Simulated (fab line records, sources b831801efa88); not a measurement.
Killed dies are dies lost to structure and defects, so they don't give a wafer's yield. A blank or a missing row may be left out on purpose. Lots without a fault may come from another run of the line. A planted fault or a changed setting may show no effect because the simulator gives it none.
Which tool did it? | flow gf180mcu | 7 lots, 21 wafers sampled, at 1 step of a route of 602

WHAT THE GAUGES READ, wafer by wafer
GF_STI_THK_MEAS_04.
lot  | measured    | on            | STI_CVD_03_THK (nm)
L923 | day 2 01:49 | film_metro-01 | 205.2 205.7 205.9
L925 | day 2 11:13 | film_metro-02 | 207.4 207.6 208.5
L927 | day 2 22:14 | film_metro-04 | 208.7 206.6 206.7
L929 | day 3 07:32 | film_metro-01 | 207.3 207.2 206.0
L932 | day 3 21:08 | film_metro-02 | 207.4 206.0 206.3
L940 | day 5 12:34 | film_metro-04 | 204.9 203.7 203.9
L944 | day 6 08:35 | film_metro-02 | 207.6 207.6 205.6

WHICH TOOL RAN EACH LOT (tool, then ch and the chambers of the sampled wafers, then the start)
The record holds no process step before these readings.

THE ANSWER, worked out from the rows above alone
Rule: what is usual is taken from the lots themselves. Put in order of their means at a reading, lots are off if they are a third of the lots or fewer, leave a main group of 4 or more, and stand apart from it by a gap of 3 or more times the standard deviation of the main group's means; of several such gaps the widest counts. A main group whose means are all the same, to the digits that the tables above print for the reading, isn't used. A lot without any number at a reading at which 4 lots or more have one is off too. The other lots that the step has rows for count as sound.
No lot is off at any reading shown: from this, nothing can be told.

WHAT THE SIMULATOR HAD PUT IN
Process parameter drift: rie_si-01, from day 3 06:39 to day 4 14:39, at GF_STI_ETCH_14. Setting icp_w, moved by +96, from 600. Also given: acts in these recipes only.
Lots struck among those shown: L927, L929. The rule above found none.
